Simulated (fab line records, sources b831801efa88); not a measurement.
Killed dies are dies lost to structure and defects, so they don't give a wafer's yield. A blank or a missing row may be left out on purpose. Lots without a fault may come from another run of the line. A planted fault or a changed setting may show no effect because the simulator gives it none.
Which tool did it? | flow gf180mcu | 13 lots, 39 wafers sampled, at 5 steps of a route of 602

WHAT THE GAUGES READ, wafer by wafer
GF_VT_IMPLANT_RS_MEAS_47: measures by four-point-probe. Usual: NWELL_RS 487.7 ohm/sq, standard deviation 1.3.
lot  | measured     | on            | NWELL_RS (ohm/sq) | flag
L542 | day 7 20:35  | film_metro-03 | 487.3 487.1 486.4 |
L543 | day 8 04:03  | film_metro-03 | 486.3 488.4 490.2 |
L545 | day 8 18:02  | film_metro-03 | 487.3 486.9 486.6 |
L547 | day 9 03:47  | film_metro-03 | 487.8 488.2 488.5 |
L549 | day 9 17:28  | film_metro-01 | 486.6 487.5 488.1 |
L550 | day 10 00:44 | film_metro-03 | 486.5 487.6 484.9 |
L551 | day 10 09:25 | film_metro-03 | 489.1 490.4 488.2 |
L555 | day 11 10:51 | film_metro-01 | 490.4 489.4 490.3 |
L558 | day 12 08:02 | film_metro-04 | 487.2 486.8 487.1 |
L559 | day 12 12:00 | film_metro-04 | 488.6 486.9 485.9 |
L560 | day 12 19:12 | film_metro-04 | 489.7 487.6 489.9 |
L561 | day 13 06:35 | film_metro-03 | 488.0 487.9 487.9 |
L564 | day 13 22:07 | film_metro-03 | 490.5 490.8 490.5 |

GF_VT_IMPLANT_RS_MEAS_48: measures by four-point-probe. Usual: LVPWELL_RS 1196 ohm/sq, standard deviation 3.1.
lot  | measured     | on            | LVPWELL_RS (ohm/sq) | flag
L542 | day 7 20:43  | film_metro-03 | 1193 1197 1196      |
L543 | day 8 04:10  | film_metro-03 | 1195 1196 1192      |
L545 | day 8 18:10  | film_metro-03 | 1193 1191 1190      |
L547 | day 9 03:55  | film_metro-03 | 1200 1195 1197      |
L549 | day 9 17:35  | film_metro-01 | 1196 1197 1195      |
L550 | day 10 00:51 | film_metro-03 | 1195 1198 1194      |
L551 | day 10 09:32 | film_metro-03 | 1194 1198 1197      |
L555 | day 11 10:58 | film_metro-01 | 1190 1191 1191      |
L558 | day 12 08:10 | film_metro-04 | 1195 1196 1195      |
L559 | day 12 12:07 | film_metro-04 | 1197 1198 1198      |
L560 | day 12 19:19 | film_metro-04 | 1194 1195 1196      |
L561 | day 13 06:43 | film_metro-03 | 1196 1196 1196      |
L564 | day 13 22:14 | film_metro-03 | 1195 1193 1193      |

GF_HV_LDD_TW_MEAS_11. Usual: HV_LDD_TW 2413, standard deviation 33.
lot  | measured     | on            | HV_LDD_TW      | flag
L542 | day 10 08:08 | film_metro-01 | 2372 2380 2385 |
L543 | day 10 15:20 | film_metro-01 | 2385 2387 2392 |
L545 | day 11 07:26 | film_metro-03 | 2447 2444 2444 |
L547 | day 11 17:17 | film_metro-01 | 2382 2390 2401 |
L549 | day 12 06:30 | film_metro-03 | 2435 2427 2450 |
L550 | day 12 18:27 | film_metro-01 | 2382 2381 2401 |
L551 | day 13 02:41 | film_metro-01 | 2389 2377 2381 |
L555 | day 14 07:05 | film_metro-01 | 2392 2369 2366 |
L558 | day 15 06:50 | film_metro-03 | 2462 2460 2459 |
L559 | day 15 14:17 | film_metro-01 | 2394 2382 2391 |
L560 | day 15 19:17 | film_metro-01 | 2391 2380 2398 |
L561 | day 16 12:02 | film_metro-03 | 2450 2452 2448 |
L564 | day 17 03:11 | film_metro-03 | 2457 2467 2469 |

WHICH TOOL RAN EACH LOT (tool, then ch and the chambers of the sampled wafers, then the start)
lot  | GF_VT_IMPLANT_COAT_35             | GF_VT_IMPLANT_STRIP_42
L542 | litho_track-04 ch 0, day 7 11:44  | plasma_asher-04 ch 0,1, day 7 20:10
L543 | litho_track-01 ch 0, day 7 19:22  | plasma_asher-04 ch 0,1, day 8 03:37
L545 | litho_track-03 ch 0, day 8 09:08  | plasma_asher-04 ch 0,1, day 8 17:37
L547 | litho_track-03 ch 0, day 8 18:47  | plasma_asher-01 ch 0,1, day 9 03:22
L549 | litho_track-01 ch 0, day 9 07:51  | plasma_asher-02 ch 0,1, day 9 17:01
L550 | litho_track-03 ch 0, day 9 16:12  | plasma_asher-04 ch 1, day 10 00:16
L551 | litho_track-04 ch 0, day 9 23:31  | plasma_asher-04 ch 0,1, day 10 08:58
L555 | litho_track-03 ch 0, day 11 00:44 | plasma_asher-01 ch 0,1, day 11 10:25
L558 | litho_track-03 ch 0, day 11 21:17 | plasma_asher-02 ch 0,1, day 12 07:37
L559 | litho_track-03 ch 0, day 12 01:56 | plasma_asher-04 ch 0,1, day 12 11:34
L560 | litho_track-01 ch 0, day 12 09:16 | plasma_asher-04 ch 0,1, day 12 18:46
L561 | litho_track-04 ch 0, day 12 19:44 | plasma_asher-01 ch 0,1, day 13 06:10
L564 | litho_track-01 ch 0, day 13 10:46 | plasma_asher-04 ch 1, day 13 21:40
- GF_VT_IMPLANT_COAT_35: resist thk 1000 nm.
- GF_VT_IMPLANT_STRIP_42: strips in O2/N2.

WHAT THE TOOLS THEMSELVES READ (means of the sampled wafers that have a number; where no wafer has one, the mark that the record gives instead)
GF_VT_IMPLANT_COAT_35. Usual: exhaust_pa 44.9 Pa, standard deviation 0.85; resist_line_temp_C 23.00 C, standard deviation 0.11; spin_speed_rpm 2999.5 rpm, standard deviation 2.6.
lot  | tool           | exhaust_pa (Pa) | resist_line_temp_C (C) | spin_speed_rpm (rpm) | flag
L542 | litho_track-04 | 44.6            | 23.10                  | 2999.2               |
L543 | litho_track-01 | 44.9            | 22.84                  | 3000.0               |
L545 | litho_track-03 | 45.0            | 23.03                  | 2997.8               |
L547 | litho_track-03 | 44.8            | 22.87                  | 2997.9               |
L549 | litho_track-01 | 45.7            | 23.16                  | 2999.8               |
L550 | litho_track-03 | 44.9            | 22.98                  | 2996.8               |
L551 | litho_track-04 | 45.1            | 22.92                  | 3001.3               |
L555 | litho_track-03 | 45.9            | 22.97                  | 3005.6               |
L558 | litho_track-03 | 44.5            | 23.17                  | 3087.6               | OFF
L559 | litho_track-03 | 45.5            | 23.20                  | 3088.2               | OFF
L560 | litho_track-01 | 44.0            | 22.88                  | 2998.7               |
L561 | litho_track-04 | 44.3            | 22.84                  | 3001.9               |
L564 | litho_track-01 | 45.0            | 23.04                  | 2999.0               |

GF_VT_IMPLANT_STRIP_42. Usual: drypump_motor_current_A 5.81 A, standard deviation 0.26; heater_power_w 308 W, standard deviation 39; oes_product_au 0.715 a.u., standard deviation 0.005; strip_time_to_endpoint_s 12.62 s, standard deviation 0.037.
lot  | tool            | drypump_motor_current_A (A) | heater_power_w (W) | oes_product_au (a.u.) | strip_time_to_endpoint_s (s) | flag
L542 | plasma_asher-04 | 5.88                        | 293                | 0.715                 | 12.61                        |
L543 | plasma_asher-04 | 5.88                        | 294                | 0.717                 | 12.61                        |
L545 | plasma_asher-04 | 6.09                        | 274                | 0.716                 | 12.68                        |
L547 | plasma_asher-01 | 5.78                        | 333                | 0.715                 | 12.65                        |
L549 | plasma_asher-02 | 5.59                        | 310                | 0.715                 | 12.61                        |
L550 | plasma_asher-04 | 5.69                        | 319                | 0.715                 | 12.63                        |
L551 | plasma_asher-04 | 5.86                        | 297                | 0.711                 | 12.62                        |
L555 | plasma_asher-01 | 5.79                        | 340                | 0.718                 | 12.64                        |
L558 | plasma_asher-02 | 5.60                        | 311                | 0.720                 | 12.47                        | OFF
L559 | plasma_asher-04 | 6.08                        | 271                | 0.712                 | 12.44                        | OFF
L560 | plasma_asher-04 | 5.88                        | 292                | 0.712                 | 12.66                        |
L561 | plasma_asher-01 | 5.78                        | 337                | 0.716                 | 12.57                        |
L564 | plasma_asher-04 | 5.72                        | 320                | 0.720                 | 12.61                        |

THE ANSWER, worked out from the rows above alone
Rule: a lot is off if the mean of its wafers that have a number lies more than 3 standard deviations from the usual mean. A lot without any number at a reading at which 4 lots or more have one is off too. The other lots that the step has rows for count as sound. The gauges are gone through in route order, then the tools' own readings, and for those a lot's mean is taken as printed above. The first step at which some lot is off is used, and at that step the reading that is off furthest; a lot without a number counts as furthest.
Off: L558, L559, at GF_VT_IMPLANT_COAT_35 (spin_speed_rpm).
A tool fits if, at that step or a process step before it, it ran every lot that is off, and no sound lot after the first of them. One fits: litho_track-03 at GF_VT_IMPLANT_COAT_35. Its last sound lot is L555 (day 11 00:44), its first lot that is off L558 (day 11 21:17): a fault that began between those two fits.
The tool's own readings at GF_VT_IMPLANT_COAT_35 bear it out: on the lots that are off they differ by more than 5 times the standard deviation of the sound lots' means. spin_speed_rpm reads 3087.9 rpm there against 2999.8 rpm on the sound lots.

WHAT THE SIMULATOR HAD PUT IN
Process parameter drift: litho_track-03, from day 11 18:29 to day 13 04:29, at GF_VT_IMPLANT_COAT_35. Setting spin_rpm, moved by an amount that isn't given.
Lots struck among those shown: L558, L559. The rule above found the same.
